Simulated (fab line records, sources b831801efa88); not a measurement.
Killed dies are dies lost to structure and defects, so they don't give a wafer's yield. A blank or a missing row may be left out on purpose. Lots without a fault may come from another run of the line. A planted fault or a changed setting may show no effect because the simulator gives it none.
fab line records | flow sky130
record lots=7 wafers=21 last_day=49
route steps=708 shown SD_P@324 RES_XHIGH@332 SD_N@342
lots that met no fault: from a run of the same line without faults
start_h: hours from the record's first day to the start of the lot's first wafer shown | wait_h: hours since the lot's step before | " the same as in the row above | L1.1+2: a row that stands for several wafers | - no value, or no start given | * or withheld: withheld | < > ~ a bound
route shown NAME@n: a module of which the file shows steps, and the number in the route of the first | usual: mean/standard deviation of fault-free wafers | same: alike in all rows | chamber/n: place in a boat | sites: the reading at each site | _std_site: their standard deviation | _edge_site: outer sites' mean less inner sites' | radius_mm: how far each site lies from the wafer's centre | mask NAME#n: copy n | behind: the tool/chamber that last shaped the wafer | hold: why the lot was held/for how many hours/how that ended | device: the transistor (n, p or np) that didn't switch | end of line: the same wafers' tests at the end of the route | a step without rows: its recipe alone | killed: dies lost to structure and defects at the first sort, not the wafer's yield | map: a wafer's dies, x killed, . not, _ none there
set.NAME: the setting as run; set.NAME@STEP: as run at that earlier step | model.NAME: the simulator's own value behind a step, which no gauge read
lots at some steps of the route; a table a step, a row a wafer
services: from which hour (start_h, from the record's first day; less than 0 if before it) a tool's chamber was out of use, for how many hours, and why
## steps
# step SKY_SD_P_EXPOSE_04
# recipe mask_id=PSDM na=0.6 source_shape=conventional sigma_outer=0.6 polarization=unpolarized target_cd_nm=380 dose_mj=138
# step SKY_SD_P_PEB_05
# recipe temp_c=withheld time_s=* resist=NOVOLAK
# step SKY_SD_P_DEVELOP_06
# recipe resist=NOVOLAK developer=TMAH develop_time_s=60 dev_temp_c=23
# step SKY_SD_P_CD_MEAS_07
# recipe target_cd_nm=380
# usual cd_nm=380.4/2.5
# columns lot.wafer tool chamber start_h wait_h cd_nm
L550.2 cd_sem-02 - 624.57 0.1 382.6
L550.5 " - " " 382.0
L550.6 " - " " 382.4
L554.1 cd_sem-02 - 656.61 0.2 381.4
L554.2 " - " " 378.6
L554.5 " - " " 379.8
L555.1 cd_sem-01 - 662.28 0.1 379.7
L555.2 " - " " 380.7
L555.4 " - " " 379.6
L556.1 cd_sem-01 - 680.85 0.1 385.6
L556.4 " - " " 383.2
L556.5 " - " " 384.9
L563.3 cd_sem-01 - 737.09 0.1 381.5
L563.5 " - " " 379.0
L563.6 " - " " 382.6
L565.3 cd_sem-02 - 743.64 0.1 377.7
L565.4 " - " " 378.8
L565.5 " - " " 377.9
L567.2 cd_sem-01 - 752.97 0.1 378.9
L567.3 " - " " 379.4
L567.5 " - " " 379.4
# step SKY_SD_P_OVL_MEAS_08
# usual SD_P_OVL=-0.5/1.4
# columns lot.wafer tool chamber start_h wait_h SD_P_OVL[nm]
L550.2 overlay-02 - 624.68 0.1 0.5
L550.5 " - " " -1.1
L550.6 " - " " -0.3
L554.1 overlay-02 - 656.73 0.1 -2.4
L554.2 " - " " -2.6
L554.5 " - " " -1.9
L555.1 overlay-01 - 662.40 0.1 -0.7
L555.2 " - " " -1.7
L555.4 " - " " 1.0
L556.1 overlay-01 - 680.97 0.1 -0.4
L556.4 " - " " 0.7
L556.5 " - " " 0.5
L563.3 overlay-02 - 737.18 0.1 -0.3
L563.5 " - " " -0.8
L563.6 " - " " 0.2
L565.3 overlay-02 - 743.73 0.1 0.6
L565.4 " - " " 0.9
L565.5 " - " " -0.6
L567.2 overlay-02 - 753.08 0.1 -1.3
L567.3 " - " " -0.2
L567.5 " - " " -2.6
# step SKY_SD_P_IMPLANT_09
# recipe species=BF2 energy_kev=20 dose_cm2=3e+15 tilt_deg=0
# step SKY_SD_P_STRIP_10
# recipe chemistry=O2/N2 power_w=1400 pressure_mtorr=1500 platen_temp_c=withheld o2_flow_sccm=3000 n2_flow_sccm=300 overash_fraction=0.5
# usual drypump_motor_current_A=5.9/0.47 o2_flow_sccm=3000/7.5 oes_product_au=0.618/0.0045 strip_time_to_endpoint_s=17.49/0.045
# columns lot.wafer tool chamber start_h wait_h drypump_motor_current_A o2_flow_sccm oes_product_au rf_hours_counter_h strip_time_to_endpoint_s
L550.2 plasma_asher-03 1 624.86 0.1 5.5 3005 0.614 48 17.48
L550.5 " 0 " " 6.1 2988 0.621 - 17.47
L550.6 " 1 " " 5.5 2993 0.622 - 17.46
L554.1 plasma_asher-01 0 656.92 0.1 6.7 2997 0.624 90 17.50
L554.2 " 1 " " 5.7 2994 0.611 90 17.47
L554.5 " 0 " " 6.7 2998 0.614 - 17.45
L555.1 plasma_asher-03 0 662.58 0.1 6.1 2999 0.623 53 17.62
L555.2 " 1 " " 5.5 2993 0.618 53 17.60
L555.4 " 1 " " 5.5 2996 0.620 - 17.58
L556.1 plasma_asher-02 1 681.16 0.1 6.2 2990 0.619 89 17.48
L556.4 " 0 " " 5.3 2993 0.611 - 17.49
L556.5 " 0 " " 5.4 3004 0.612 - 17.43
L563.3 plasma_asher-02 0 737.39 0.1 5.4 3003 0.619 - 17.44
L563.5 " 0 " " 5.4 3005 0.612 - 17.39
L563.6 " 1 " " 6.2 2998 0.629 - 17.41
L565.3 plasma_asher-03 0 743.94 0.1 6.1 3008 0.612 - 17.51
L565.4 " 1 " " 5.5 2994 0.626 - 17.56
L565.5 " 0 " " 6.1 3013 0.619 - 17.52
L567.2 plasma_asher-02 0 753.26 0.1 5.4 3005 0.619 97 17.50
L567.3 " 0 " " 5.4 2995 0.618 - 17.54
L567.5 " 0 " " 5.4 2994 0.618 - 17.49
# step SKY_SD_P_TW_MEAS_11
# usual SD_P_TW=2815/24
# columns lot.wafer tool chamber start_h wait_h SD_P_TW
L550.2 film_metro-03 - 624.97 0.1 2855
L550.5 " - " " 2858
L550.6 " - " " 2834
L554.1 film_metro-03 - 657.02 0.1 2858
L554.2 " - " " 2848
L554.5 " - " " 2853
L555.1 film_metro-04 - 662.68 0.1 2806
L555.2 " - " " 2793
L555.4 " - " " 2814
L556.1 film_metro-04 - 681.26 0.1 2793
L556.4 " - " " 2794
L556.5 " - " " 2798
L563.3 film_metro-04 - 737.48 0.1 2788
L563.5 " - " " 2798
L563.6 " - " " 2792
L565.3 film_metro-03 - 744.03 0.1 2832
L565.4 " - " " 2813
L565.5 " - " " 2815
L567.2 film_metro-03 - 753.37 0.1 2813
L567.3 " - " " 2830
L567.5 " - " " 2800
# step SKY_RES_XHIGH_DEHYDRATE_00
# recipe temp_c=200 time_s=60
# step SKY_RES_XHIGH_HMDS_01
# recipe prime_time_s=60 prime_temp_c=120
# step SKY_RES_XHIGH_COAT_02
# recipe resist=NOVOLAK spin_rpm=3000 resist_thk_nm=1140
# step SKY_RES_XHIGH_SOFTBAKE_03
# recipe temp_c=90 time_s=60 resist=NOVOLAK
# step SKY_RES_XHIGH_EXPOSE_04
# recipe mask_id=URPM na=0.6 source_shape=conventional sigma_outer=0.6 polarization=unpolarized target_cd_nm=1270 dose_mj=140
# usual exposure_dose_mJ_cm2=140.00/0.16 focus_offset_nm=0.0/0.48 reticle_temp_C=23.04/0.1
# columns lot.wafer tool chamber start_h wait_h mask exposure_dose_mJ_cm2 focus_offset_nm reticle_temp_C
L550.2 iline_stepper-01 0 639.11 - URPM#0 139.81 0.3 22.96
L550.5 " 0 " " URPM#0 140.04 0.7 23.03
L550.6 " 0 " " URPM#0 139.91 -0.2 22.98
L554.1 iline_stepper-02 - 671.07 - URPM#0 - - -
L554.2 " - " " URPM#0 - - -
L554.5 " - " " URPM#0 - - -
L555.1 iline_stepper-02 - 676.84 - URPM#0 - - -
L555.2 " - " " URPM#0 - - -
L555.4 " - " " URPM#0 - - -
L556.1 iline_stepper-01 - 695.07 - URPM#0 - - -
L556.4 " - " " URPM#0 - - -
L556.5 " - " " URPM#0 - - -
L563.3 iline_stepper-01 0 750.93 - URPM#0 139.90 -0.4 22.87
L563.5 " 0 " " URPM#0 140.04 -0.3 22.98
L563.6 " 0 " " URPM#0 139.83 -0.4 23.03
L565.3 iline_stepper-01 0 757.27 - URPM#0 140.15 0.2 22.87
L565.4 " 0 " " URPM#0 140.11 -0.1 22.99
L565.5 " 0 " " URPM#0 140.14 0.2 23.03
L567.2 iline_stepper-01 0 766.92 - URPM#0 139.79 0.5 22.86
L567.3 " 0 " " URPM#0 139.87 0.9 22.90
L567.5 " 0 " " URPM#0 139.93 0.1 22.90
# step SKY_RES_XHIGH_PEB_05
# recipe temp_c=withheld time_s=* resist=NOVOLAK
# step SKY_RES_XHIGH_DEVELOP_06
# recipe resist=NOVOLAK developer=TMAH develop_time_s=60 dev_temp_c=23
# step SKY_RES_XHIGH_IMPLANT_07
# recipe species=BF2 energy_kev=20 dose_cm2=3.6e+14 tilt_deg=0
# step SKY_RES_XHIGH_STRIP_08
# recipe chemistry=O2/N2 power_w=1400 pressure_mtorr=1500 platen_temp_c=withheld o2_flow_sccm=3000 n2_flow_sccm=300 overash_fraction=0.5
# usual drypump_motor_current_A=6.1/0.46 o2_flow_sccm=2997/8.7 oes_product_au=0.711/0.0043 strip_time_to_endpoint_s=14.27/0.048
# columns lot.wafer tool chamber start_h wait_h drypump_motor_current_A o2_flow_sccm oes_product_au rf_hours_counter_h strip_time_to_endpoint_s
L550.2 plasma_asher-01 1 653.69 0.1 5.7 2993 0.714 90 14.38
L550.5 " 1 " " 5.7 2992 0.710 - 14.38
L550.6 " 0 " " 6.7 3002 0.708 - 14.37
L554.1 plasma_asher-02 0 685.29 0.1 5.4 3005 0.709 89 14.29
L554.2 " 1 " " 6.2 2986 0.709 89 14.29
L554.5 " 1 " " 6.2 2968 0.707 - 14.30
L555.1 plasma_asher-01 1 690.54 0.1 5.7 3002 0.709 94 14.24
L555.2 " 0 " " 6.7 2995 0.711 94 14.20
L555.4 " 0 " " 6.7 2992 0.715 - 14.19
L556.1 plasma_asher-04 1 709.33 0.1 6.4 2994 0.716 27 14.24
L556.4 " 1 " " 6.4 2998 0.712 - 14.27
L556.5 " 1 " " 6.4 3013 0.712 - 14.29
L563.3 plasma_asher-01 0 764.13 0.1 6.7 3000 0.707 - 14.20
L563.5 " 1 " " 5.7 2998 0.703 - 14.27
L563.6 " 0 " " 6.7 2992 0.714 - 14.21
L565.3 plasma_asher-01 0 773.78 3.6 6.7 3005 0.715 - 14.27
L565.4 " 1 " " 5.8 2994 0.711 - 14.31
L565.5 " 1 " " 5.8 2990 0.717 - 14.29
L567.2 plasma_asher-02 0 779.68 0.1 5.4 3004 0.716 99 14.23
L567.3 " 1 " " 6.2 3013 0.708 - 14.22
L567.5 " 1 " " 6.2 3005 0.717 - 14.21
# step SKY_RES_XHIGH_TW_MEAS_09
# usual RES_XHIGH_TW=1635/12
# columns lot.wafer tool chamber start_h wait_h RES_XHIGH_TW
L550.2 film_metro-02 - 653.80 0.1 1630
L550.5 " - " " 1623
L550.6 " - " " 1626
L554.1 film_metro-02 - 685.39 0.1 30
L554.2 " - " " 30
L554.5 " - " " 30
L555.1 film_metro-03 - 690.64 0.1 30
L555.2 " - " " 30
L555.4 " - " " 30
L556.1 film_metro-04 - 709.43 0.1 30
L556.4 " - " " 30
L556.5 " - " " 30
L563.3 film_metro-04 - 764.22 0.1 1615
L563.5 " - " " 1618
L563.6 " - " " 1621
L565.3 film_metro-02 - 773.86 0.1 1630
L565.4 " - " " 1624
L565.5 " - " " 1636
L567.2 film_metro-04 - 779.79 0.1 1618
L567.3 " - " " 1625
L567.5 " - " " 1625
# step SKY_SD_N_DEHYDRATE_00
# recipe temp_c=200 time_s=60
## services
# columns tool chamber start_h hours kind
iline_stepper-02 - 605.23 1.7 pm
plasma_asher-02 - 620.35 14.6 pm
iline_stepper-02 - 686.16 6.8 repair
iline_stepper-01 0 690.79 - calibration
iline_stepper-02 0 696.96 - calibration
iline_stepper-02 - 698.86 4.4 pm
plasma_asher-04 - 707.76 0.8 repair
plasma_asher-04 - 722.16 120.1 pm
iline_stepper-01 - 724.74 1.7 pm
plasma_asher-01 - 733.75 9.0 pm
plasma_asher-01 0 733.75 9.0 vent_cycle
plasma_asher-01 1 733.75 9.0 vent_cycle
iline_stepper-01 - 738.27 4.4 repair
plasma_asher-01 0 742.75 - clean
plasma_asher-01 1 742.75 - clean
plasma_asher-01 - 745.79 4.5 repair
plasma_asher-01 - 766.41 6.7 repair
plasma_asher-02 - 766.42 12.0 repair
## key
first_sign step=SKY_RES_XHIGH_EXPOSE_04 reading=tool_record direction=missing
effect step=SKY_RES_XHIGH_TW_MEAS_09 reading=RES_XHIGH_TW direction=down sigmas=99+ usual=1635 struck=30
met_at SKY_RES_XHIGH_EXPOSE_04
struck_wafers L554.1,L554.2,L554.5,L555.1,L555.2,L555.4,L556.1,L556.4,L556.5
sort_left_out L554.1,L554.2,L554.5,L555.1,L555.2,L555.4,L556.1,L556.4,L556.5
tester_left_out L554,L555,L556
onset_between 639.11 671.07
fault kind=skipped_step_whole tool=iline_stepper-01,iline_stepper-02 chamber=- onset_h=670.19 steps=SKY_RES_XHIGH_EXPOSE_04 scope=struck_lots_only
# tester_left_out: of these lots the tester's yield and bins aren't shown, on N5 and GAA mostly nor the transistor test; their killed dies are dies lost to structure and defects alone, not to doping, threshold or leakage, so they don't give the yield
# sort_left_out: the simulated sort isn't trusted on such a fault, so these wafers' sort isn't shown, and their yield isn't known
